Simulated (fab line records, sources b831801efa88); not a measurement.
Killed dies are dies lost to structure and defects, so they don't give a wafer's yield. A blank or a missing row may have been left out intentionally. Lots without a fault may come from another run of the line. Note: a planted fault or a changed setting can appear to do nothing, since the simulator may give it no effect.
Comparing a struck lot with a sound one || flow sky130 || 15 steps out of a route of 708
Sound: these wafers, L582.1, L582.3, L582.6. Wafers L590.1, L590.6 were the ones struck. The cause comes at the end.
Order at every step that has rows: each side's tool, ch and its chambers, its first start. Under that, the readings that differ: sound wafers || struck wafers || difference of the means || sigmas: that difference in standard deviations of wafers without a fault.
alike: words and numbers the same on both sides, and readings whose means are apart by under 2 such deviations; not compared: readings that were withheld, readings missing a value for some wafer, numbers with overlapping values and no deviation given by the record, and bounds like >300 which may hide the same value.
Wherever a step has rows on one side only, a row that says differs or no value, or a row with sigmas, the two part there. Numbers that don't overlap but have no deviation are shown without sigmas and don't part them. A reading that every wafer of one side lacks parts them only if that side has two wafers or more.

SKY_VIA1_CMP_02: polishes SiO2.
  sound on cmp-02 ch 0,1,3, day 35 04:54; struck on cmp-01 ch 2, day 38 16:02
  alike: head_pressure_psi, motor_current_A, retaining_ring_pressure_frac
SKY_VIA1_BOW_MEAS_03:
  sound on film_metro-04 at day 35 05:09; struck on film_metro-04 at day 38 16:20
  alike: VIA1_BOW
then, 8 steps without rows for these wafers: SKY_VIA1_DEHYDRATE_04 (time 60 s); SKY_VIA1_HMDS_05 (prime time 60 s); SKY_VIA1_COAT_06 (resist thk 60 nm); SKY_VIA1_COAT_07 (resist thk 450 nm); SKY_VIA1_SOFTBAKE_08 (time 90 s); SKY_VIA1_EXPOSE_09 (exposes mask VIM, target cd 150 nm); SKY_VIA1_PEB_10; SKY_VIA1_DEVELOP_11 (develop time 60 s).
SKY_VIA1_CD_MEAS_12: target cd 150 nm.
  sound on cd_sem-01 at day 36 07:20; struck on cd_sem-02 at day 39 16:11
  alike: cd_nm
SKY_VIA1_OVL_MEAS_13:
  sound on overlay-02 at day 36 07:27; struck on overlay-02 at day 39 16:19
  alike: VIA1_OVL
SKY_VIA1_ETCH_14: etches BARC in N2/H2, stops on SiO2, time 45.9 s, target depth 60 nm.
  sound on rie_diel-02 ch 1,2, day 36 07:29; struck on rie_diel-04 ch 0,2, day 39 16:20
{"reading": "model.KrF-thick_of_VIA1_COAT_07.thk_nm (nm)", "sound": "394.8 395.2 395.3", "struck": "389 389", "difference": -6, "sigmas": ""}
  alike: chamber_pressure_mTorr, drypump_motor_current_A, oes_product_au, throttle_valve_pct
  not compared: rf_hours_counter_h
SKY_VIA1_ETCH_15: etches SiO2 in C4F8/O2/Ar, stops on TiN, target depth 351 nm, time 54 s.
  sound on rie_diel-02 ch 1,2, day 36 07:31; struck on rie_diel-04 ch 0,2, day 39 16:23
  alike: chamber_pressure_mTorr, oes_product_au
  not compared: rf_hours_counter_h
after that, 1 step had no rows for these wafers: SKY_PAD_OPEN_PROBE_99.

WHERE THEY PART
Nowhere in this record.

WHY: whatever the simulator had introduced
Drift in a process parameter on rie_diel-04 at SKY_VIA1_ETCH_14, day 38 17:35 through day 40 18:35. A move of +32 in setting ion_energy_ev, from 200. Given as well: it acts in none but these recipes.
